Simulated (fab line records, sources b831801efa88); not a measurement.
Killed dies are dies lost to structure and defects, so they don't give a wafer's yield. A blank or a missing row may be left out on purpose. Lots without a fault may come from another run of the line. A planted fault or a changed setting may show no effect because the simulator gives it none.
One fault seen from 2 desks | flow gf180mcu | each desk has only its own numbers; what lay behind them comes last

THE TOOL OWNER'S DESK: implanter-02
The tool's own readings at GF_VT_IMPLANT_IMPLANT_41: means of the sampled wafers that have a number, for each lot that ran on this tool. A lot is out of limits, marked OUT, if its mean lies more than 4 standard deviations from the usual mean; the brackets give that distance.
Columns: A = tilt_deg at GF_VT_IMPLANT_IMPLANT_41, usual 6.994 degrees
lot  | first seen here | A
L542 | day 7 13:16     | 7.013
L545 | day 8 16:11     | 6.994
L547 | day 8 23:13     | 6.973
L549 | day 9 14:14     | 6.984
L554 | day 10 21:45    | 6.990
L562 | day 13 04:23    | 6.997
L563 | day 13 07:26    | 7.005
This desk's finding: nothing out of limits on any of the 7 lots.

THE METROLOGY DESK
What the gauges read, lot by lot, whatever tool the lot ran on: means of the sampled wafers that have a number. A lot is out of limits, marked OUT, if its mean lies more than 4 standard deviations from the usual mean; the brackets give that distance.
Columns: A = VT_IMPLANT_4_TW at GF_VT_IMPLANT_TW_MEAS_43, usual 698; B = MVSD_RS at GF_VT_IMPLANT_RS_MEAS_46, usual 456.7 ohm/sq; C = HV_LDD_3_TW at GF_HV_LDD_TW_MEAS_38, usual 1448
lot  | first seen here | A   | B     | C
L542 | day 7 13:29     | 693 | 454.9 | 1439
L543 | day 7 17:33     | 693 | 457.9 | 1443
L544 | day 8 07:56     | 694 | 459.0 | 1442
L545 | day 8 16:25     | 689 | 456.7 | 1442
L547 | day 8 23:26     | 696 | 455.9 | 1446
L549 | day 9 14:28     | 699 | 455.7 | 1447
L550 | day 9 19:14     | 700 | 458.4 | 1449
L551 | day 9 22:08     | 697 | 455.9 | 1455
L554 | day 10 22:16    | 701 | 455.5 | 1454
L557 | day 11 22:47    | 702 | 457.8 | 1443
L562 | day 13 04:37    | 682 | 457.3 | 1451
L563 | day 13 07:41    | 680 | 454.6 | 1447
L564 | day 13 16:40    | 704 | 456.6 | 1447
This desk's finding: nothing out of limits on any of the 13 lots.

PUT TOGETHER
The tool owner's desk saw nothing out of limits.
The metrology desk saw nothing out of limits.

WHAT THE SIMULATOR HAD PUT IN
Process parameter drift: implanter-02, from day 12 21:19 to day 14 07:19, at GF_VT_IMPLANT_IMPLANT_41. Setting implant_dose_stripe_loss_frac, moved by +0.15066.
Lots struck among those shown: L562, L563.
